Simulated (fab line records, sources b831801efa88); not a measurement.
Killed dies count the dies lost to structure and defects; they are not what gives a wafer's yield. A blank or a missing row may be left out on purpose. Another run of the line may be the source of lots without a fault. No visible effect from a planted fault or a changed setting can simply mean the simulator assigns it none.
Struck lot and sound lot, side by side | flow sky130 | 15 out of 708 route steps
Sound: these wafers, L304.2, L304.4, L304.5. Wafers struck: L313.1, L313.2, L313.3. The cause is named last.
Each step with rows lists, per side, the tool, then ch with its chambers, then its first start. Under that, the readings that differ: sound wafers | struck wafers | difference of the means | sigmas: that difference in standard deviations of wafers without a fault.
alike: words and numbers the same on both sides, and readings whose means are apart by under 2 such deviations; not compared: readings that were withheld, readings missing a value for some wafer, numbers with overlapping values and no deviation given by the record, and bounds like >300 which may hide the same value.
The two part at a step that has a row with sigmas, a row that says differs or no value, or rows on one side only. Non-overlapping numbers with no deviation appear without sigmas and do not part them. A reading missing from all wafers of one side parts the sides only when that side holds two or more wafers.

SKY_VIA3_CD_MEAS_12: target cd 200 nm.
  sound on cd_sem-01 at day 39 17:36; struck on cd_sem-02 at day 42 19:56
  alike: cd_nm
SKY_VIA3_OVL_MEAS_13:
  sound on overlay-02 at day 39 17:42; struck on overlay-01 at day 42 20:03
  alike: VIA3_OVL
SKY_VIA3_ETCH_14: etches BARC in N2/H2, stops on SiO2, time 45.9 s, target depth 60 nm.
  sound on rie_diel-03 ch 0,1,3, day 39 17:44; struck on rie_diel-02 ch 0,1,2, day 42 20:05
  alike: drypump_motor_current_A, h2_flow_sccm, oes_product_au, throttle_valve_pct
  not compared: rf_hours_counter_h
SKY_VIA3_ETCH_15: etches SiO2 in C4F8/O2/Ar, stops on TiN, target depth 507 nm, time 78 s.
  sound on rie_diel-03 ch 0,1,3, day 39 17:47; struck on rie_diel-02 ch 0,1,2, day 42 20:08
  alike: oes_product_au
  not compared: rf_hours_counter_h
then, 4 steps without rows for these wafers: SKY_VIA3_STRIP_16 (strips in O2/N2); SKY_VIA3_STRIP_17 (strips in post etch residue remover, time 1200 s); SKY_VIA3_CLEAN_18 (cleans in IPA, time 180 s); SKY_VIA3_CLEAN_19 (cleans in O3/DIW).
SKY_VIA3_SPUTTER_20: material TiN, target thk 20 nm, time 80 s.
  sound on pvd_sputter-01 at day 39 18:28; struck on pvd_sputter-01 at day 42 20:47
  alike: throttle_valve_pct
SKY_VIA3_CVD_21: deposits W, target thk 390 nm, time 117.31 s.
  sound on cvd_w-02 ch 0,1, day 39 18:32; struck on cvd_w-02 ch 0,1, day 42 20:50
  alike: heater_power_w
SKY_VIA3_RS_MEAS_22: measures by four-point-probe.
  sound on film_metro-02 at day 39 18:41; struck on film_metro-04 at day 42 20:58
  alike: VIA3_W_RS
SKY_VIA3_THK_MEAS_23: measures by xrf.
  sound on film_metro-02 at day 39 18:47; struck on film_metro-04 at day 42 21:05
  alike: VIA3_W_THK
SKY_VIA3_CMP_24: polishes, stops on SiO2, t overpolish 20 s, target thk 0 nm.
  sound on cmp-02 ch 0,2,3, day 39 18:56; struck on cmp-02 ch 0,1,2, day 42 21:08
  reading              | sound                | struck               | difference | sigmas
  overpolish_run_s (s) | 19.987 20.011 20.000 | 15.346 15.330 15.347 | -4.658     | -99 or more
  t_overpolish_s (s)   | 20 20 20             | 15.342 15.342 15.342 | -4.658     |
  alike: motor_current_A, slurry_flow_ml_min, time_to_endpoint_s
SKY_METAL4_SPUTTER_00: material Ti, target thk 15 nm, time 10 s.
  sound on pvd_sputter-03 at day 39 19:08; struck on pvd_sputter-03 at day 42 21:26
  alike: throttle_valve_pct
-- the record jumps here: 6 days lie between the struck wafers' starts before and after (it left off in module METAL4 and takes up again in module PAD_OPEN, whose first step shown is number 708 of the route) --
SKY_PAD_OPEN_PROBE_99:
  the record has rows for the struck wafers here (prober-01, day 48 11:55) and none for the sound ones

== WHERE THEY PART ==
Last at SKY_PAD_OPEN_PROBE_99 as far as this record goes, first at SKY_VIA3_CMP_24.

WHY: whatever the simulator had introduced
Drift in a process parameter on cmp-02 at SKY_VIA3_CMP_24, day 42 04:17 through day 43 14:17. The setting t_overpolish_s was moved by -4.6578, starting from 20. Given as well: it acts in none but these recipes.
